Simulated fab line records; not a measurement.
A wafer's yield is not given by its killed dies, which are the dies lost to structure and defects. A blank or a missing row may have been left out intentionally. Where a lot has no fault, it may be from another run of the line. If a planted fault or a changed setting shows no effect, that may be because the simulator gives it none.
Chamber matching    flow gf180mcu    GF_V2_CMP_26 on cmp-01 has 4 sister chambers
The step polishes, stops on SiO2, t overpolish 15 s, target thk 0 nm. 8 wafers are shown with their chamber, then 7 later ones without.

== WAFERS PAIRED WITH THEIR CHAMBERS ==
wafer   chamber  motor-current-A (A)  time-to-endpoint-s (s)
L518.2  1        9.9                  87
L519.4  1        10.3                 92
L520.5  3        10.0                 88
L521.1  2        10.5                 90
L521.2  3        10.5                 86
L521.4  0        11.1                 86
L527.1  0        11.2                 81
L527.3  2        11.2                 81

== WAFERS WHOSE CHAMBER IS MISSING ==
wafer   motor-current-A (A)  time-to-endpoint-s (s)
L527.6  10.2                 83
L532.1  10.9                 84
L532.3  9.8                  89
L532.4  10.5                 85
L536.1  10.1                 85
L536.3  11.3                 83
L536.6  10.7                 86

== WHICH CHAMBER EACH ONE RAN IN ==
wafer   from the rows above                in truth
L527.6  can't be placed: 3 or 1 or 2 or 0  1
L532.1  can't be placed: 2 or 0 or 3       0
L532.3  can't be placed: 1 or 3            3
L532.4  can't be placed: 3 or 2 or 1 or 0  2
L536.1  can't be placed: 3 or 1 or 2       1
L536.3  can't be placed: 0 or 2            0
L536.6  can't be placed: 2 or 3 or 0 or 1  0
0 of 7 placed correctly. From these rows, 7 cannot be placed; in 7 the true chamber is one of the candidates. Placed wrongly: 0.
How it was worked out, from the rows above alone: a wafer's distance from a chamber is the root of the sum, over the readings, of the square of ((its reading less the chamber's mean) divided by the reading's scatter). The wafer belongs to the nearest chamber; if the next one is less than 2 further off, it can't be placed. Each chamber's mean is taken over the wafers shown for it. The scatter is the square root of a quotient: the sum, over the shown wafers, of each reading's squared deviation from its chamber's mean, divided by wafers minus chambers.
